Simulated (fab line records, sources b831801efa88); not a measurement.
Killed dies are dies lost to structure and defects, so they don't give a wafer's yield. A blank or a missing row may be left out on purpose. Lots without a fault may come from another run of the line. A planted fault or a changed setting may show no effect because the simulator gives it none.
fab line records | flow sfq_line
record lots=5 wafers=15 last_day=83
route steps=325 shown M7@285 I7@296
lots that met no fault: from a run of the same line without faults
start_h: hours from the record's first day to the start of the lot's first wafer shown | wait_h: hours since the lot's step before | " the same as in the row above | L1.1+2: a row that stands for several wafers | - no value, or no start given | * or withheld: withheld | < > ~ a bound
route shown NAME@n: a module of which the file shows steps, and the number in the route of the first | usual: mean/standard deviation of fault-free wafers | same: alike in all rows | chamber/n: place in a boat | sites: the reading at each site | _std_site: their standard deviation | _edge_site: outer sites' mean less inner sites' | radius_mm: how far each site lies from the wafer's centre | mask NAME#n: copy n | behind: the tool/chamber that last shaped the wafer | hold: why the lot was held/for how many hours/how that ended | device: the transistor (n, p or np) that didn't switch | end of line: the same wafers' tests at the end of the route | a step without rows: its recipe alone | killed: dies lost to structure and defects at the first sort, not the wafer's yield | map: a wafer's dies, x killed, . not, _ none there
set.NAME: the setting as run; set.NAME@STEP: as run at that earlier step | model.NAME: the simulator's own value behind a step, which no gauge read
lots at some steps of the route; a table a step, a row a wafer
services: from which hour (start_h, from the record's first day; less than 0 if before it) a tool's chamber was out of use, for how many hours, and why
## steps
# step SFQ_TRILAYER_M7_LITHO_COAT_182
# recipe resist=BARC spin_rpm=3000 resist_thk_nm=62
# step SFQ_TRILAYER_M7_LITHO_COAT_177
# recipe resist=KrF spin_rpm=3000 resist_thk_nm=600
# step SFQ_TRILAYER_M7_LITHO_SOFTBAKE_181
# recipe temp_c=withheld time_s=withheld resist=KrF
# step SFQ_TRILAYER_M7_LITHO_EXPOSE_178
# recipe mask_id=M7 na=0.6 source_shape=conventional sigma_outer=0.65 target_cd_nm=500 dose_mj=14.4
# step SFQ_TRILAYER_M7_LITHO_PEB_180
# recipe peb_temp_c=115 peb_time_s=60 resist=KrF
# step SFQ_TRILAYER_M7_LITHO_DEVELOP_179
# recipe time_s=60 resist=KrF
# step SFQ_M7_OVL_MEAS_945
# usual M7_OVL=2/5.1
# columns lot.wafer tool chamber start_h wait_h M7_OVL[nm]
L339.2 overlay-02 - 1648.98 0.1 0
L339.3 " - " " -4
L339.6 " - " " -3
L340.4 overlay-02 - 1654.96 0.1 1
L340.5 " - " " -3
L340.6 " - " " 1
L348.1 overlay-02 - 1757.34 0.1 -5
L348.4 " - " " 4
L348.5 " - " " 1
L359.3 overlay-02 - 1899.48 0.1 10
L359.4 " - " " 2
L359.5 " - " " 5
L360.1 overlay-02 - 1901.87 0.1 9
L360.2 " - " " 11
L360.3 " - " " 1
# step SFQ_TRILAYER_M7_BARC_OPEN_METAL_ETCH_229
# recipe mask_material=PR chemistry=O2 target_depth_nm=125 target=BARC icp_w=600 bias_w=80 pressure_mtorr=10 time_s=41.7
# step SFQ_TRILAYER_M7_ETCH_METAL_ETCH_180
# recipe target=Nb stop_on=SiO2 mask_material=PR chemistry=Cl2/Ar target_depth_nm=240 icp_w=600 bias_w=80 pressure_mtorr=10 time_s=120
# usual drypump_motor_current_A=5.9/0.53 oes_product_au=0.896/0.0064
# columns lot.wafer tool chamber start_h wait_h drypump_motor_current_A oes_product_au rf_hours_counter_h
L339.2 rie_metal-04 1 1649.07 0.0 5.3 0.890 68
L339.3 " 0 " " 6.2 0.893 -
L339.6 " 0 " " 6.2 0.901 -
L340.4 rie_metal-02 1 1655.08 0.1 6.0 0.895 -
L340.5 " 0 " " 6.6 0.895 -
L340.6 " 1 " " 6.0 0.902 -
L348.1 rie_metal-03 0 1757.43 0.0 5.9 0.891 93
L348.4 " 0 " " 6.0 0.903 -
L348.5 " 0 " " 6.0 0.892 -
L359.3 rie_metal-02 1 1899.60 0.1 5.9 0.893 -
L359.4 " 0 " " 6.6 0.894 -
L359.5 " 0 " " 6.6 0.901 -
L360.1 rie_metal-04 0 1901.96 0.0 6.2 0.903 95
L360.2 " 1 " " 5.3 0.902 105
L360.3 " 1 " " 5.3 0.908 -
# step SFQ_TRILAYER_M7_STRIP_STRIP_181
# recipe gas=O2 power_w=200 platen_temp_c=40 overash_fraction=0.65 chemistry=O2 pressure_mtorr=50
# usual drypump_motor_current_A=5.9/0.53 oes_product_au=0.998/0.0097
# columns lot.wafer tool chamber start_h wait_h drypump_motor_current_A oes_product_au rf_hours_counter_h
L339.2 rie_metal-04 1 1649.19 0.1 5.3 1.016 68
L339.3 " 0 " " 6.2 0.995 -
L339.6 " 0 " " 6.2 0.998 -
L340.4 rie_metal-02 1 1655.37 0.2 6.0 0.999 -
L340.5 " 0 " " 6.6 1.000 -
L340.6 " 1 " " 6.0 0.991 -
L348.1 rie_metal-03 0 1757.56 0.1 6.0 1.013 93
L348.4 " 0 " " 6.0 1.007 -
L348.5 " 0 " " 6.0 1.006 -
L359.3 rie_metal-02 1 1899.89 0.2 6.0 0.990 -
L359.4 " 0 " " 6.6 0.989 -
L359.5 " 0 " " 6.6 0.988 -
L360.1 rie_metal-04 0 1902.09 0.1 6.2 1.004 95
L360.2 " 1 " " 5.3 1.015 105
L360.3 " 1 " " 5.3 1.011 -
# step SFQ_TRILAYER_M7_STRIP_SOLV_CLEAN_182
# recipe chemistry=NMP temp_c=70 time_s=600
# step SFQ_TRILAYER_I7_DEP_PECVD_183
# recipe material=SiO2 temp_c=150 time_s=111.11 pressure_torr=2.4 rf_w=183.3 precursor=SiH4/N2O target_thk_nm=500
# usual heater_power_w=81/14 showerhead_vpp_V=820/25 throttle_valve_pct=24.8/1.5
# columns lot.wafer tool chamber start_h wait_h heater_power_w showerhead_vpp_V throttle_valve_pct
L339.2 pecvd-04 2 1649.97 0.0 74 812 23.6
L339.3 " 0 " " 71 833 24.0
L339.6 " 2 " " 77 792 23.8
L340.4 pecvd-03 0 1655.98 0.0 86 856 25.3
L340.5 " 2 " " 77 838 26.6
L340.6 " 1 " " 72 817 22.9
L348.1 pecvd-04 2 1758.33 0.0 77 799 24.0
L348.4 " 2 " " 78 808 23.8
L348.5 " 1 " " 84 833 22.7
L359.3 pecvd-03 1 1900.46 0.0 80 813 23.6
L359.4 " 0 " " 100 872 26.1
L359.5 " 2 " " 79 813 28.1
L360.1 pecvd-04 2 1902.86 0.0 78 811 24.2
L360.2 " 1 " " 78 835 23.0
L360.3 " 0 " " 75 828 24.4
# step SFQ_TRILAYER_I7_CMP_CMP_184
# recipe material=SiO2 down_force_psi=3 platen_rpm=60 pad_velocity_m_s=0.94248
# usual motor_current_A=10.6/0.57 slurry_filter_dp_kPa=13.50/0.14 time_to_endpoint_s=213/5.9
# columns lot.wafer tool chamber start_h wait_h motor_current_A slurry_filter_dp_kPa time_to_endpoint_s model.SiO2_of_TRILAYER_I7_DEP_PECVD_183.thk_nm
L339.3 cmp-02 1 1665.40 15.4 10.4 13.50 220 201.4
L339.2 " 3 1666.40 16.4 10.9 13.70 212 199.8
L339.6 " 1 1667.40 17.4 10.2 13.42 222 201.7
L340.4 cmp-01 2 1671.45 15.4 10.5 13.60 223 200.3
L340.5 " 2 1673.45 17.4 10.8 13.71 217 200.2
L340.6 " 3 " " 11.3 13.25 213 199.2
L348.1 cmp-02 2 1759.41 1.0 12.4 13.48 195 219.7
L348.4 " 3 " " 11.1 13.38 212 199.3
L348.5 " 1 1760.91 2.5 10.2 13.66 219 199.1
L359.3 cmp-02 0 1900.54 0.0 9.7 13.55 207 199.6
L359.4 " 2 1901.54 1.0 11.7 13.41 223 201.7
L359.5 " 1 1903.04 2.5 9.9 13.40 220 200.7
L360.2 cmp-01 1 1903.28 0.4 10.5 13.47 205 199.8
L360.3 " 2 " " 11.0 13.62 214 199.4
L360.1 " 0 1904.78 1.9 10.4 13.55 214 200.2
# step SFQ_I7_BOW_MEAS_946
# recipe mode=bow
# usual I7_BOW=6/10
# columns lot.wafer tool chamber start_h wait_h I7_BOW[um]
L339.2 film_metro-02 - 1667.92 1.0 9
L339.3 " - " " 3
L339.6 " - " " -5
L340.4 film_metro-01 - 1674.51 2.6 -3
L340.5 " - " " -1
L340.6 " - " " 3
L348.1 film_metro-03 - 1761.41 1.5 5
L348.4 " - " " 10
L348.5 " - " " 5
L359.3 film_metro-03 - 1903.58 2.5 8
L359.4 " - " " -8
L359.5 " - " " 1
L360.1 film_metro-02 - 1906.28 1.0 0
L360.2 " - " " 8
L360.3 " - " " 4
# step SFQ_TRILAYER_I7_METRO_MEASURE_185
# usual thk_nm=199.9/0.87
# columns lot.wafer tool chamber start_h wait_h thk_nm
L339.2 film_metro-02 - 1668.22 0.3 199.7
L339.3 " - " " 201.2
L339.6 " - " " 201.7
L340.4 film_metro-01 - 1675.17 0.6 200.4
L340.5 " - " " 200.3
L340.6 " - " " 199.3
L348.1 film_metro-03 - 1761.53 0.1 219.7
L348.4 " - " " 199.4
L348.5 " - " " 199.2
L359.3 film_metro-03 - 1904.06 0.5 199.5
L359.4 " - " " 201.6
L359.5 " - " " 200.5
L360.1 film_metro-02 - 1906.40 0.1 200.2
L360.2 " - " " 199.9
L360.3 " - " " 199.3
# step SFQ_TRILAYER_I7_VIA_LITHO_COAT_192
# recipe resist=BARC spin_rpm=3000 resist_thk_nm=62
# step SFQ_TRILAYER_I7_VIA_LITHO_COAT_187
# recipe resist=KrF spin_rpm=3000 resist_thk_nm=650
# step SFQ_TRILAYER_I7_VIA_LITHO_SOFTBAKE_191
# recipe temp_c=withheld time_s=withheld resist=KrF
# step SFQ_TRILAYER_I7_VIA_LITHO_EXPOSE_188
# recipe mask_id=I7 na=0.6 source_shape=conventional sigma_outer=0.65 target_cd_nm=1000 dose_mj=21.3
# step SFQ_TRILAYER_I7_VIA_LITHO_PEB_190
# recipe peb_temp_c=115 peb_time_s=60 resist=KrF
# step SFQ_TRILAYER_I7_VIA_LITHO_DEVELOP_189
# recipe time_s=60 resist=KrF
# step SFQ_I7_OVL_MEAS_947
# usual I7_OVL=3/6.2
# columns lot.wafer tool chamber start_h wait_h I7_OVL[nm]
L339.2 overlay-01 - 1688.35 0.1 8
L339.3 " - " " 1
L339.6 " - " " 13
L340.4 overlay-02 - 1694.36 0.1 3
L340.5 " - " " -4
L340.6 " - " " 2
L348.1 overlay-02 - 1818.76 0.1 0
L348.4 " - " " 3
L348.5 " - " " -2
L359.3 overlay-02 - 1912.68 0.1 8
L359.4 " - " " 1
L359.5 " - " " 6
L360.1 overlay-02 - 1915.07 0.1 18
L360.2 " - " " 1
L360.3 " - " " 15
# step SFQ_TRILAYER_I7_VIA_BARC_OPEN_VIA_ETCH_260
# recipe mask_material=PR chemistry=O2 target_depth_nm=125 target=BARC source_w=500 bias_w=80 pressure_mtorr=30 time_s=41.7
# usual drypump_motor_current_A=5.6/0.46 oes_product_au=0.685/0.0048
# columns lot.wafer tool chamber start_h wait_h drypump_motor_current_A oes_product_au rf_hours_counter_h
L339.2 rie_diel-02 0 1688.38 0.0 6.4 0.688 13
L339.3 " 1 " " 5.1 0.679 20
L339.6 " 0 " " 6.3 0.692 -
L340.4 rie_diel-02 3 1694.38 0.0 5.3 0.689 10
L340.5 " 1 " " 5.1 0.689 -
L340.6 " 2 " " 5.6 0.682 -
L348.1 rie_diel-04 2 1818.80 0.0 5.5 0.697 3
L348.4 " 3 " " 5.6 0.688 7
L348.5 " 2 " " 5.5 0.690 -
L359.3 rie_diel-04 2 1912.70 0.0 5.6 0.678 6
L359.4 " 3 " " 5.5 0.682 10
L359.5 " 1 " " 4.8 0.682 -
L360.1 rie_diel-02 2 1915.10 0.0 5.6 0.694 11
L360.2 " 3 " " 5.3 0.687 13
L360.3 " 0 " " 6.4 0.691 18
# step SFQ_TRILAYER_I7_VIA_ETCH_VIA_ETCH_190
# recipe target=SiO2 stop_on=Nb mask_material=PR taper_deg=20 chemistry=CHF3 target_depth_nm=260 source_w=500 bias_w=80 pressure_mtorr=30 time_s=withheld
# usual drypump_motor_current_A=5.6/0.45 oes_product_au=0.854/0.0049
# columns lot.wafer tool chamber start_h wait_h drypump_motor_current_A oes_product_au model.etch.depth_nm model.I7.feature_depth_nm
L339.2 rie_diel-02 0 1688.42 0.0 6.3 0.852 199.8 199.8
L339.3 " 1 " " 5.1 0.856 201.4 201.4
L339.6 " 0 " " 6.3 0.862 201.7 201.7
L340.4 rie_diel-02 3 1694.42 0.0 5.3 0.855 200.3 200.3
L340.5 " 1 " " 5.1 0.852 200.2 200.2
L340.6 " 2 " " 5.6 0.856 199.2 199.2
L348.1 rie_diel-04 2 1818.84 0.0 5.5 0.899 219.7 219.7
L348.4 " 3 " " 5.6 0.862 199.3 199.3
L348.5 " 2 " " 5.6 0.849 199.1 199.1
L359.3 rie_diel-04 2 1912.74 0.0 5.6 0.857 199.6 199.6
L359.4 " 3 " " 5.6 0.858 201.7 201.7
L359.5 " 1 " " 4.8 0.859 200.7 200.7
L360.1 rie_diel-02 2 1915.14 0.0 5.6 0.859 200.2 200.2
L360.2 " 3 " " 5.3 0.858 199.8 199.8
L360.3 " 0 " " 6.4 0.858 199.4 199.4
# step SFQ_TRILAYER_I7_VIA_STRIP_STRIP_191
# recipe gas=O2 power_w=200 platen_temp_c=40 overash_fraction=0.65 chemistry=O2 pressure_mtorr=50
# usual drypump_motor_current_A=5.7/0.51 oes_product_au=0.997/0.0082
# columns lot.wafer tool chamber start_h wait_h drypump_motor_current_A oes_product_au rf_hours_counter_h
L339.2 rie_metal-02 0 1688.74 - 6.6 0.982 -
L339.3 " 0 " " 6.6 0.977 -
L339.6 " 0 " " 6.6 0.985 -
L340.4 rie_metal-01 1 1694.74 - 5.7 0.999 -
L340.5 " 0 " " 5.3 0.984 -
L340.6 " 1 " " 5.7 0.996 -
L348.1 rie_metal-01 1 1818.95 - 5.7 1.014 112
L348.4 " 1 " " 5.7 1.009 -
L348.5 " 0 " " 5.3 1.012 -
L359.3 rie_metal-02 1 1913.06 - 5.9 0.990 -
L359.4 " 0 " " 6.6 0.980 -
L359.5 " 1 " " 6.0 0.995 -
L360.1 rie_metal-02 1 1915.26 - 6.0 0.995 106
L360.2 " 0 " " 6.6 0.985 56
L360.3 " 1 " " 5.9 0.988 -
## services
# columns tool chamber start_h hours kind
cmp-02 - 1626.64 8.3 pm
pecvd-04 - 1634.49 5.5 pm
rie_diel-02 - 1637.06 2.8 pm
rie_diel-02 3 1659.84 3.4 repair
pecvd-04 - 1663.94 0.8 pm
cmp-02 - 1667.90 4.7 pm
rie_diel-04 3 1673.78 20.3 repair
pecvd-04 2 1674.56 3.5 repair
rie_metal-02 1 1685.65 4.7 repair
cmp-02 - 1685.85 2.0 repair
rie_diel-04 2 1692.74 8.1 repair
rie_diel-02 3 1716.63 39.4 repair
pecvd-04 2 1719.69 3.9 repair
cmp-02 - 1732.14 1.4 repair
pecvd-04 2 1737.96 8.8 repair
rie_metal-04 - 1761.46 1.6 repair
cmp-02 - 1776.41 4.0 pm
rie_diel-04 0 1802.91 2.8 repair
rie_diel-02 - 1810.16 0.1 repair
rie_metal-04 1 1828.89 28.8 repair
rie_diel-02 1 1835.50 2.8 repair
rie_diel-04 0 1840.31 13.9 repair
rie_diel-04 0 1856.10 8.6 repair
rie_diel-02 3 1860.08 5.5 repair
## key
first_sign step=SFQ_TRILAYER_I7_CMP_CMP_184 reading=time_to_endpoint_s direction=down sigmas=3.1 usual=* struck=*
effect step=SFQ_TRILAYER_I7_METRO_MEASURE_185 reading=thk_nm direction=up sigmas=23 usual=199.9 struck=219.7
effect step=SFQ_TRILAYER_I7_VIA_ETCH_VIA_ETCH_190 reading=oes_product_au direction=up sigmas=9.2 usual=0.854 struck=0.899
model_effect step=SFQ_TRILAYER_I7_CMP_CMP_184 value=SiO2_of_TRILAYER_I7_DEP_PECVD_183.thk_nm without=199.7 struck=219.7
model_effect step=SFQ_TRILAYER_I7_VIA_ETCH_VIA_ETCH_190 value=etch.depth_nm without=199.7 struck=219.7
met_at SFQ_TRILAYER_I7_CMP_CMP_184
struck_wafers L348.1
fault kind=process_parameter_drift tool=cmp-02 chamber=2 onset_h=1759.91 steps=SFQ_TRILAYER_I7_CMP_CMP_184 channel=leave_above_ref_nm offset=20 shape=step end_h=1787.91 acts_in=these_recipes_only stated=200
